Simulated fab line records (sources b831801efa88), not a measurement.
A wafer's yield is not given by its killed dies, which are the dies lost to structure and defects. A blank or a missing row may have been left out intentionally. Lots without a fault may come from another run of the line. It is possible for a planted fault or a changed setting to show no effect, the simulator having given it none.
Matching of chambers ; flow gf180mcu ; rie_diel-03 running GF_PASSIVATION_ETCH_11: 3 sister chambers
The step etches the open film in CF4/O2, stops on TiN, target depth 2040 nm, time 453.3 s. 16 wafers are shown with their chamber, then 6 later ones without.

## WAFERS, EACH WITH ITS CHAMBER
wafer;chamber;oes_product_au (a.u.);throttle_valve_pct (%);bias_w (W)
L075.2;3;0.987;5.952;150.0
L075.3;1;0.984;5.956;150.0
L075.4;2;0.994;5.977;149.6
L076.1;3;0.994;5.979;150.0
L076.4;2;0.995;5.962;149.8
L076.5;3;1.001;5.970;149.8
L078.1;1;0.988;5.961;150.7
L078.3;3;1.001;5.967;150.5
L078.5;2;0.987;5.969;151.0
L080.2;2;0.994;5.968;148.8
L080.3;1;0.990;5.965;149.6
L080.4;3;0.993;5.971;150.2
L085.2;1;0.986;5.953;150.2
L085.3;2;0.986;5.973;150.0
L085.6;3;0.996;5.944;149.0
L091.1;2;0.992;5.972;149.5

SIGNATURES, as means of the wafers listed above
reading;chamber 1;chamber 2;chamber 3;scatter within a chamber
oes_product_au;0.98700;0.99133;0.99533;0.00427
throttle_valve_pct;5.95875;5.97017;5.96383;0.00911
bias_w;150.125;149.783;149.917;0.59
Rule: for each reading, subtract the chamber's mean from the wafer's reading, divide by that reading's scatter and square the result; add these up over the readings and take the root, which gives the wafer's distance from the chamber. The wafer belongs to the nearest chamber; if the next one is less than 2 further off, it can't be placed. The scatter: the root of (the sum of the squares of (reading less its chamber's mean) over the shown wafers, divided by (wafers less chambers)).

## WAFERS MISSING THEIR CHAMBER
wafer;oes_product_au (a.u.);throttle_valve_pct (%);bias_w (W)
L092.2;0.990;5.967;149.6
L092.3;0.993;5.968;149.6
L092.4;0.990;5.963;150.2
L096.1;0.984;5.961;150.6
L096.3;0.991;5.985;149.8
L096.4;0.984;5.971;150.2

## CHAMBER TAKEN BY EACH
wafer;from the rows above;in truth
L092.2;can't be placed: 2 or 3 or 1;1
L092.3;can't be placed: 2 or 3 or 1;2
L092.4;can't be placed: 1 or 2 or 3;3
L096.1;can't be placed: 1 or 2 or 3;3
L096.3;can't be placed: 2 or 3 or 1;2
L096.4;can't be placed: 1 or 2 or 3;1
Correctly placed: 0 of 6. Can't be placed from these rows: 6 (the true chamber is among the candidates in 6). Placed wrongly: 0.
